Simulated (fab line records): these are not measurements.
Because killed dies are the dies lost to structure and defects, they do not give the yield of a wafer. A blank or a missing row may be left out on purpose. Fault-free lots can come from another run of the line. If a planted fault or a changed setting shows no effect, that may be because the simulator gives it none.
A lot that was struck, set against a sound lot + flow gf180mcu + 16 steps out of a route of 602
Sound: wafers L458.1, L458.5, L458.6. The struck wafers were L470.3, L470.4, L470.5. The cause comes at the end.
For every step that has rows: the tool of each side, followed by ch and its chambers, followed by its first start. Under that, the readings that differ: sound wafers + struck wafers + difference of the means + sigmas: that difference in standard deviations of wafers without a fault.
alike: readings with means less than 2 such deviations apart, plus words and numbers identical on both sides. not compared: withheld readings, readings lacking a value on some wafer, bounds such as >300 that could conceal the same value, and numbers that have no deviation in the record and whose values overlap.
Wherever a step has rows on one side only, a row that says differs or no value, or a row with sigmas, the two part there. Numbers that don't overlap but have no deviation are shown without sigmas and don't part them. A reading missing from all wafers of one side parts the sides only when that side holds two or more wafers.

first, 1 step without rows for these wafers: GF_DNWELL_IMPLANT_07.
GF_DNWELL_STRIP_08: strips in O2/N2.
  sound on plasmaAsher-03 ch 0,1, day 4 12:31; struck on plasmaAsher-02 ch 0,1, day 6 17:59
  alike: drypumpMotorCurrentA, heaterPowerW, oesProductAu, stripTimeToEndpointS
  not compared: rfHoursCounterH
GF_DNWELL_TW_MEAS_09:
  sound on filmMetro-04, day 4 12:37; struck on filmMetro-03, day 6 18:05
  alike: DNWELL_TW
then, 7 steps without rows for these wafers: GF_NWELL_DEHYDRATE_00 (time 60 s); GF_NWELL_HMDS_01 (prime time 60 s); GF_NWELL_COAT_02 (resist thk 3000 nm); GF_NWELL_SOFTBAKE_03; GF_NWELL_EXPOSE_04 (exposes mask Nwell, target cd 860 nm); GF_NWELL_PEB_05; GF_NWELL_DEVELOP_06 (develop time 60 s).
GF_NWELL_OVL_MEAS_07:
  sound on overlay-01, day 5 02:52; struck on overlay-01, day 7 10:04
  alike: NWELL_OVL
then, 1 step without rows for these wafers: GF_NWELL_IMPLANT_08.
GF_NWELL_IMPLANT_09:
  sound on implanter-03 ch 0, day 5 03:02; struck on implanter-03 ch 0, day 7 10:17
| reading          | sound                         | struck                           | difference  | sigmas      |
|------------------|-------------------------------|----------------------------------|-------------|-------------|
| doseIonsCm2      | 4.003e+12 3.998e+12 4.003e+12 | 3.7057e+13 3.7052e+13 3.7059e+13 | +3.3055e+13 | +99 or more |
| faradayCurrentUA | 23.0 21.9 22.6                | 206.9 208.3 202.1                | +183.3      | +99 or more |
  alike: beamOnS
GF_NWELL_STRIP_10: strips in O2/N2.
  sound on plasmaAsher-03 ch 0,1, day 5 03:11; struck on plasmaAsher-04 ch 0,1, day 7 10:26
| reading                  | sound             | struck            | difference | sigmas |
|--------------------------|-------------------|-------------------|------------|--------|
| oesProductAu (a.u.)      | 0.713 0.712 0.721 | 0.726 0.728 0.724 | +0.011     | +2     |
| stripTimeToEndpointS (s) | 36.83 36.87 36.85 | 37.15 37.07 37.16 | +0.28      | +3     |
  alike: drypumpMotorCurrentA, heaterPowerW
  not compared: rfHoursCounterH
GF_NWELL_TW_MEAS_11:
  sound on filmMetro-02, day 5 03:17; struck on filmMetro-03, day 7 10:50
| reading  | sound          | struck         | difference | sigmas |
|----------|----------------|----------------|------------|--------|
| NWELL_TW | 1575 1579 1579 | 2024 2021 2021 | +444       | +48    |
  not compared: hold
GF_PASSIVATION_PROBE_99:
  rows exist in the record for the sound wafers here (prober-02, day 31 21:35), none for the struck ones

## WHERE THEY PART
First at GF_NWELL_IMPLANT_09; last, within this record, at GF_PASSIVATION_PROBE_99.

WHY: whatever the simulator had introduced
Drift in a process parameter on implanter-03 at GF_NWELL_IMPLANT_09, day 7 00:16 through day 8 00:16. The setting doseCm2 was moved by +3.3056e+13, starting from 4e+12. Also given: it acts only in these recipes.
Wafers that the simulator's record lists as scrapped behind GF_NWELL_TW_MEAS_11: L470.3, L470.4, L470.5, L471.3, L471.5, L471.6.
